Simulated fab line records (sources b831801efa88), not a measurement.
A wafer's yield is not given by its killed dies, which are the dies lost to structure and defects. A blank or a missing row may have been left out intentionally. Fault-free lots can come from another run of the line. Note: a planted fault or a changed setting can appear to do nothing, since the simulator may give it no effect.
fab line records ; flow gf180mcu
[record] lots = 5; wafers = 15; lastDay = 34
route steps=602 shown CONTACT@314 M1@315
lots untouched by any fault: they come from a run of this same line in which no faults occurred
startH: start of the lot's first displayed wafer, in hours after the record's first day ; waitH: time in hours since the lot's previous step ; " repeats the value in the row above ; L1.1+2: one row covering several wafers at once ; - value missing, or start not given ; * or withheld: withheld ; < > ~ a bound
route shown NAME@n: names a module that has steps shown in the file, with the first one's number in the route ; usual: mean/standard deviation taken from wafers without a fault ; same: alike in all rows ; chamber/n: place in a boat ; sites: each site's reading ; _std_site: the standard deviation of these ; _edge_site: outer sites' mean less inner sites' ; radiusMm: for every site, how far away it sits from the centre of the wafer ; mask NAME#n: copy n ; behind: the last tool/chamber to shape the wafer ; hold: what put the lot on hold/how long, in hours/how the hold closed ; device: transistor that didn't switch, given as n, p or np ; end of line: tests run on the same wafers once the route is complete ; a step without rows: its recipe alone ; killed: at the first sort, the dies lost to defects and structure; wafer yield is something else ; map: shows each die of a wafer: x if killed, . if not, _ if none is there
set.NAME: the setting that was run; set.NAME@STEP: the one run at that earlier step ; model.NAME: the simulator's own value behind a step, which no gauge read
lots at some steps of the route; a table a step, a row a wafer
services: a tool's chamber out of use, with start hour (startH, from the record's first day; less than 0 if before it), hours out, and reason
[[steps]]
[step GF_CONTACT_CMP_27]
[recipe] stopOn = SiO2; downForcePsi = 3.5; platenRpm = 60; tOverpolishS = 15; targetThkNm = 0; padVelocityMS = 0.94248
[step GF_M1_SPUTTER_00]
[recipe] material = Ti; targetThkNm = 37.5; arrivingIonEnergyEv = 80; substrateTempC = 200; chamberPressurePa = 2; powerW = 4000; timeS = 150
[usual] chamberPressurePa = 2.000/0.0042; throttleValvePct = 29.7/0.79
lot.wafer;tool;chamber;startH;waitH;chamberPressurePa;throttleValvePct
L833.4;pvdSputter-04;-;381.61;0.3;2.002;30.1
L833.5;pvdSputter-04;-;381.61;0.3;2.000;30.7
L833.6;pvdSputter-04;-;381.61;0.3;2.000;30.3
L835.1;pvdSputter-02;-;385.61;0.2;1.994;30.2
L835.2;pvdSputter-02;-;385.61;0.2;1.999;28.3
L835.3;pvdSputter-02;-;385.61;0.2;1.990;29.4
L849.2;pvdSputter-01;-;514.33;0.1;2.005;29.4
L849.5;pvdSputter-01;-;514.33;0.1;2.002;28.4
L849.6;pvdSputter-01;-;514.33;0.1;2.000;29.8
L852.2;pvdSputter-04;-;544.86;0.1;1.996;30.5
L852.3;pvdSputter-04;-;544.86;0.1;2.008;30.6
L852.6;pvdSputter-04;-;544.86;0.1;2.006;30.4
L853.2;pvdSputter-01;-;545.96;0.2;2.005;29.9
L853.3;pvdSputter-01;-;545.96;0.2;2.000;29.8
L853.5;pvdSputter-01;-;545.96;0.2;1.997;28.6
[step GF_M1_SPUTTER_01]
[recipe] material = TiN; targetThkNm = 30; powerW = 6500; timeS = 25; chamberPressurePa = 0.4
[usual] chamberPressurePa = 0.4001/0.00081; throttleValvePct = 29.8/0.8
lot.wafer;tool;chamber;startH;waitH;chamberPressurePa;throttleValvePct
L833.4;pvdSputter-04;-;381.67;0.0;0.4000;30.4
L833.5;pvdSputter-04;-;381.67;0.0;0.4001;30.8
L833.6;pvdSputter-04;-;381.67;0.0;0.3992;30.8
L835.1;pvdSputter-02;-;385.71;0.1;0.4006;30.2
L835.2;pvdSputter-02;-;385.71;0.1;0.4011;27.9
L835.3;pvdSputter-02;-;385.71;0.1;0.3999;29.5
L849.2;pvdSputter-01;-;514.43;0.1;0.3985;29.6
L849.5;pvdSputter-01;-;514.43;0.1;0.4006;28.6
L849.6;pvdSputter-01;-;514.43;0.1;0.4005;29.8
L852.2;pvdSputter-04;-;544.96;0.1;0.4004;30.6
L852.3;pvdSputter-04;-;544.96;0.1;0.3989;30.6
L852.6;pvdSputter-04;-;544.96;0.1;0.3990;30.8
L853.2;pvdSputter-01;-;546.06;0.1;0.4007;29.8
L853.3;pvdSputter-01;-;546.06;0.1;0.4012;29.6
L853.5;pvdSputter-01;-;546.06;0.1;0.4009;28.5
[step GF_M1_SPUTTER_02]
[recipe] material = AlCu; targetThkNm = 450; powerW = 10600; timeS = 23.9; chamberPressurePa = 0.4
[step GF_M1_SPUTTER_03]
[recipe] material = Ti; targetThkNm = 10; substrateTempC = 300; chamberPressurePa = 0.3; powerW = 3000; timeS = 6.7
[usual] chamberPressurePa = 0.2999/0.00057; throttleValvePct = 29.7/0.79
lot.wafer;tool;chamber;startH;waitH;chamberPressurePa;throttleValvePct
L833.4;pvdSputter-04;-;381.73;0.0;0.3001;30.1
L833.5;pvdSputter-04;-;381.73;0.0;0.2989;30.5
L833.6;pvdSputter-04;-;381.73;0.0;0.3003;30.6
L835.1;pvdSputter-02;-;385.77;0.0;0.3002;30.2
L835.2;pvdSputter-02;-;385.77;0.0;0.3003;28.0
L835.3;pvdSputter-02;-;385.77;0.0;0.2999;29.5
L849.2;pvdSputter-01;-;514.49;0.0;0.2996;29.5
L849.5;pvdSputter-01;-;514.49;0.0;0.2993;28.3
L849.6;pvdSputter-01;-;514.49;0.0;0.3001;29.7
L852.2;pvdSputter-04;-;545.02;0.0;0.2998;30.5
L852.3;pvdSputter-04;-;545.02;0.0;0.3008;30.6
L852.6;pvdSputter-04;-;545.02;0.0;0.2995;30.6
L853.2;pvdSputter-01;-;546.12;0.0;0.3000;30.1
L853.3;pvdSputter-01;-;546.12;0.0;0.2994;29.6
L853.5;pvdSputter-01;-;546.12;0.0;0.2997;28.5
[step GF_M1_SPUTTER_04]
[recipe] material = TiN; targetThkNm = 50; powerW = 6500; timeS = 41.7; chamberPressurePa = 0.4
[usual] chamberPressurePa = 0.4001/0.00066; throttleValvePct = 29.8/0.78
lot.wafer;tool;chamber;startH;waitH;chamberPressurePa;throttleValvePct
L833.4;pvdSputter-04;-;381.76;0.0;0.3999;29.9
L833.5;pvdSputter-04;-;381.76;0.0;0.4016;30.8
L833.6;pvdSputter-04;-;381.76;0.0;0.3996;30.8
L835.1;pvdSputter-02;-;385.79;0.0;0.3996;30.1
L835.2;pvdSputter-02;-;385.79;0.0;0.4009;27.9
L835.3;pvdSputter-02;-;385.79;0.0;0.4008;29.3
L849.2;pvdSputter-01;-;514.51;0.0;0.4007;29.9
L849.5;pvdSputter-01;-;514.51;0.0;0.4000;28.7
L849.6;pvdSputter-01;-;514.51;0.0;0.4006;29.6
L852.2;pvdSputter-04;-;545.04;0.0;0.4004;30.7
L852.3;pvdSputter-04;-;545.04;0.0;0.4004;30.3
L852.6;pvdSputter-04;-;545.04;0.0;0.4015;30.3
L853.2;pvdSputter-01;-;546.14;0.0;0.3997;29.9
L853.3;pvdSputter-01;-;546.14;0.0;0.3994;29.8
L853.5;pvdSputter-01;-;546.14;0.0;0.3993;28.6
[step GF_M1_RS_MEAS_05]
[recipe] thkMeasGauge = four-point-probe; reads = TiN_of_M1_SPUTTER_04+Ti_of_M1_SPUTTER_03+AlCu_of_M1_SPUTTER_02+TiN_of_M1_SPUTTER_01+Ti_of_M1_SPUTTER_00
[usual] M1_ALCU_RS = 0.0699/0.00077
lot.wafer;tool;chamber;startH;waitH;M1_ALCU_RS[ohm/sq]
L833.4;filmMetro-03;-;381.84;0.1;0.0692
L833.5;filmMetro-03;-;381.84;0.1;0.0685
L833.6;filmMetro-03;-;381.84;0.1;0.0695
L835.1;filmMetro-04;-;385.83;0.0;0.0708
L835.2;filmMetro-04;-;385.83;0.0;0.0702
L835.3;filmMetro-04;-;385.83;0.0;0.0704
L849.2;filmMetro-03;-;514.57;0.0;0.0690
L849.5;filmMetro-03;-;514.57;0.0;0.0696
L849.6;filmMetro-03;-;514.57;0.0;0.0691
L852.2;filmMetro-04;-;545.10;0.0;0.0702
L852.3;filmMetro-04;-;545.10;0.0;0.0700
L852.6;filmMetro-04;-;545.10;0.0;0.0706
L853.2;filmMetro-04;-;546.20;0.0;0.0697
L853.3;filmMetro-04;-;546.20;0.0;0.0690
L853.5;filmMetro-04;-;546.20;0.0;0.0695
[step GF_M1_THK_MEAS_06]
[recipe] thkMeasGauge = xrf; reads = AlCu_of_M1_SPUTTER_02
[usual] M1_ALCU_THK = 455/4.9
lot.wafer;tool;chamber;startH;waitH;M1_ALCU_THK[nm]
L833.4;filmMetro-03;-;381.93;0.1;459
L833.5;filmMetro-03;-;381.93;0.1;464
L833.6;filmMetro-03;-;381.93;0.1;459
L835.1;filmMetro-04;-;385.95;0.1;449
L835.2;filmMetro-04;-;385.95;0.1;452
L835.3;filmMetro-04;-;385.95;0.1;449
L849.2;filmMetro-03;-;514.68;0.1;460
L849.5;filmMetro-03;-;514.68;0.1;459
L849.6;filmMetro-03;-;514.68;0.1;459
L852.2;filmMetro-04;-;545.21;0.1;454
L852.3;filmMetro-04;-;545.21;0.1;452
L852.6;filmMetro-04;-;545.21;0.1;451
L853.2;filmMetro-04;-;546.31;0.1;456
L853.3;filmMetro-04;-;546.31;0.1;461
L853.5;filmMetro-04;-;546.31;0.1;457
[step GF_M1_DEHYDRATE_07]
[recipe] tempC = 200; timeS = 60
[step GF_M1_HMDS_08]
[recipe] primeTimeS = 60; primeTempC = 120
[step GF_M1_COAT_09]
[recipe] resist = KrF; spinRpm = withheld; resistThkNm = 1000
[step GF_M1_SOFTBAKE_10]
[recipe] tempC = 130; timeS = 60; resist = KrF
[step GF_M1_EXPOSE_11]
[recipe] maskId = Metal1; targetCdNm = 230; na = 0.68; sourceShape = conventional; sigmaOuter = 0.6; doseMj = 28
[usual] exposureDoseMJCm2 = 27.80/0.031; reticleTempC = 23.03/0.11
lot.wafer;tool;chamber;startH;waitH;mask;exposureDoseMJCm2;reticleTempC
L833.4;krfScanner-01;0;393.23;-;Metal1#0;27.79;22.88
L833.5;krfScanner-01;0;393.23;-;Metal1#0;27.82;23.02
L833.6;krfScanner-01;0;393.23;-;Metal1#0;27.79;22.96
L835.1;krfScanner-01;0;397.90;-;Metal1#0;27.79;23.16
L835.2;krfScanner-01;0;397.90;-;Metal1#0;27.85;22.99
L835.3;krfScanner-01;0;397.90;-;Metal1#0;27.83;23.12
L849.2;krfScanner-01;0;526.79;-;Metal1#0;26.45;23.00
L849.5;krfScanner-01;0;526.79;-;Metal1#0;26.38;22.83
L849.6;krfScanner-01;0;526.79;-;Metal1#0;26.45;23.13
L852.2;krfScanner-02;0;556.67;-;Metal1#0;27.77;22.98
L852.3;krfScanner-02;0;556.67;-;Metal1#0;27.81;22.88
L852.6;krfScanner-02;0;556.67;-;Metal1#0;27.79;22.99
L853.2;krfScanner-02;0;558.27;-;Metal1#0;27.83;23.06
L853.3;krfScanner-02;0;558.27;-;Metal1#0;27.79;22.95
L853.5;krfScanner-02;0;558.27;-;Metal1#0;27.78;22.96
[step GF_M1_PEB_12]
[recipe] pebTempC = 135; pebTimeS = 93.52; resist = KrF
[usual] exhaustPa = 45.1/1; plateSensorTCentreC = 136.13/0.0099; plateSensorTEdgeC = 136.3/0.01
lot.wafer;tool;chamber;startH;waitH;exhaustPa;plateSensorTCentreC;plateSensorTEdgeC
L833.4;lithoTrack-02;0;-;-;44.0;136.11;136.29
L833.5;lithoTrack-02;0;-;-;44.9;136.13;136.3
L833.6;lithoTrack-02;0;-;-;43.7;136.13;136.29
L835.1;lithoTrack-01;0;-;-;44.9;136.14;136.3
L835.2;lithoTrack-01;0;-;-;44.0;136.13;136.3
L835.3;lithoTrack-01;0;-;-;44.3;136.12;136.3
L849.2;lithoTrack-02;0;-;-;45.8;136.14;136.29
L849.5;lithoTrack-02;0;-;-;44.1;136.15;136.29
L849.6;lithoTrack-02;0;-;-;44.9;136.14;136.29
L852.2;lithoTrack-01;0;-;-;44.9;136.12;136.29
L852.3;lithoTrack-01;0;-;-;45.8;136.14;136.29
L852.6;lithoTrack-01;0;-;-;47.5;136.13;136.29
L853.2;lithoTrack-02;0;-;-;45.1;136.11;136.29
L853.3;lithoTrack-02;0;-;-;46.2;136.14;136.29
L853.5;lithoTrack-02;0;-;-;48.1;136.13;136.29
[step GF_M1_DEVELOP_13]
[recipe] developTimeS = 60; devTempC = 21
[step GF_M1_CD_MEAS_14]
[recipe] targetCdNm = 230
[usual] cdNm = 230.4/1.4
lot.wafer;tool;chamber;startH;waitH;cdNm
L833.4;cdSem-01;-;405.21;0.1;234.0
L833.5;cdSem-01;-;405.21;0.1;232.3
L833.6;cdSem-01;-;405.21;0.1;232.7
L835.1;cdSem-02;-;408.90;0.1;230.1
L835.2;cdSem-02;-;408.90;0.1;228.7
L835.3;cdSem-02;-;408.90;0.1;229.1
L849.2;cdSem-01;-;537.82;0.1;213.0
L849.5;cdSem-01;-;537.82;0.1;203.9
L849.6;cdSem-01;-;537.82;0.1;214.0
L852.2;cdSem-02;-;567.12;0.1;229.2
L852.3;cdSem-02;-;567.12;0.1;228.4
L852.6;cdSem-02;-;567.12;0.1;228.4
L853.2;cdSem-01;-;568.97;0.1;231.4
L853.3;cdSem-01;-;568.97;0.1;231.5
L853.5;cdSem-01;-;568.97;0.1;231.1
[step GF_M1_OVL_MEAS_15]
[usual] M1_OVL = 0/5.9
lot.wafer;tool;chamber;startH;waitH;M1_OVL[nm]
L833.4;overlay-02;-;405.29;0.1;8
L833.5;overlay-02;-;405.29;0.1;-1
L833.6;overlay-02;-;405.29;0.1;3
L835.1;overlay-02;-;409.02;0.1;0
L835.2;overlay-02;-;409.02;0.1;-1
L835.3;overlay-02;-;409.02;0.1;5
L849.2;overlay-02;-;537.93;0.1;4
L849.5;overlay-02;-;537.93;0.1;4
L849.6;overlay-02;-;537.93;0.1;7
L852.2;overlay-02;-;567.22;0.1;-3
L852.3;overlay-02;-;567.22;0.1;-4
L852.6;overlay-02;-;567.22;0.1;-5
L853.2;overlay-01;-;569.08;0.1;-3
L853.3;overlay-01;-;569.08;0.1;5
L853.5;overlay-01;-;569.08;0.1;-2
[step GF_M1_METAL_ETCH_16]
[recipe] chemistry = Cl2/BCl3; maskMaterial = KrF; targetDepthNm = 627.5; stopOn = SiO2; pressureMtorr = 8; icpW = 800; biasW = 140; Cl2_flow_sccm = 80; bcl3FlowSccm = 40; timeS = 104.6
[usual] drypumpMotorCurrentA = 5.6/0.43; oesProductAu = 0.971/0.0066; throttleValvePct = 28.252/0.011
lot.wafer;tool;chamber;startH;waitH;drypumpMotorCurrentA;oesProductAu;rfHoursCounterH;throttleValvePct;model.M1.cdNm
L833.4;rieMetal-03;0;405.35;0.0;5.7;0.977;-;28.248;231.9
L833.5;rieMetal-03;0;405.35;0.0;5.6;0.983;-;28.232;235.6
L833.6;rieMetal-03;1;405.35;0.0;5.6;0.975;-;28.252;231.5
L835.1;rieMetal-03;1;409.06;0.0;5.7;0.960;10.3;28.253;225
L835.2;rieMetal-03;0;409.06;0.0;5.7;0.965;5.6;28.260;227.4
L835.3;rieMetal-03;1;409.06;0.0;5.7;0.968;-;28.254;226
L849.2;rieMetal-03;1;537.96;0.0;5.7;0.971;1.2;28.235;220.4
L849.5;rieMetal-03;1;537.96;0.0;5.6;0.971;-;28.250;207.2
L849.6;rieMetal-03;0;537.96;0.0;5.7;0.974;-;28.256;212.2
L852.2;rieMetal-03;1;567.25;0.0;5.6;0.965;2.0;28.278;230.5
L852.3;rieMetal-03;0;567.25;0.0;5.7;0.966;-;28.256;224.3
L852.6;rieMetal-03;0;567.25;0.0;5.6;0.967;-;28.273;227.9
L853.2;rieMetal-01;1;569.11;0.0;4.9;0.972;9.1;28.237;235.5
L853.3;rieMetal-01;1;569.11;0.0;4.9;0.978;-;28.250;233.6
L853.5;rieMetal-01;1;569.11;0.0;4.9;0.979;-;28.254;235.6
[step GF_M1_STRIP_17]
[recipe] chemistry = O2/N2; powerW = 1400; pressureMtorr = 1500; platenTempC = 250; o2FlowSccm = 3000; n2FlowSccm = 300; overashFraction = 0.5
[[services]]
tool;chamber;startH;hours;kind
krfScanner-01;-;359.99;0.2;repair
krfScanner-02;-;361.19;2.4;repair
krfScanner-02;-;364.77;11.6;pm
pvdSputter-04;3;374.50;-;consumableReplace:kit
pvdSputter-04;3;374.50;18.0;scheduledDown
rieMetal-01;-;401.13;2.8;pm
krfScanner-01;-;406.25;0.8;pm
krfScanner-01;-;426.23;0.2;repair
rieMetal-01;-;429.36;0.1;repair
krfScanner-02;-;431.15;1.3;pm
rieMetal-03;-;464.08;14.6;pm
krfScanner-02;-;467.23;4.0;pm
pvdSputter-04;-;482.27;6.6;repair
krfScanner-02;-;503.98;0.8;pm
krfScanner-02;-;505.59;1.0;pm
pvdSputter-02;-;509.57;7.5;repair
pvdSputter-04;-;513.08;6.4;repair
krfScanner-01;-;522.62;1.0;pm
krfScanner-01;-;527.85;1.3;pm
pvdSputter-01;-;532.12;3.2;repair
pvdSputter-02;-;538.51;15.4;repair
pvdSputter-01;-;548.85;2.0;repair
krfScanner-01;-;559.06;1.2;repair
krfScanner-02;-;559.07;2.5;repair
[[key]]
[firstSign] step = GF_M1_EXPOSE_11; reading = exposureDoseMJCm2; direction = down; sigmas = 45; usual = 27.80; struck = 26.43
[effect] step = GF_M1_CD_MEAS_14; reading = cdNm; direction = down; sigmas = 14; usual = 230.4; struck = 210.3; through = controlLoop
[modelEffect] step = GF_M1_METAL_ETCH_16; value = M1.cdNm; without = 233; struck = 213.3
metAt GF_M1_EXPOSE_11
struckWafers L849.2,L849.5,L849.6
sortLeftOut L849.2,L849.5,L849.6
[loopTrim] step = GF_M1_EXPOSE_11; setting = dose; lots = L849
onsetBetween 397.90 526.79
[fault] kind = processParameterDrift; tool = krfScanner-01; chamber = -; onsetH = 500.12; steps = GF_M1_EXPOSE_11; channel = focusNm; offset = 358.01; spreadByWafer = 0.3; shape = step; endH = 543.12
// sortLeftOut: the simulated sort isn't trusted on such a fault, so these wafers' sort isn't shown, and their yield isn't known
// loopTrim: a control loop set the setting to another value than it would have without faults
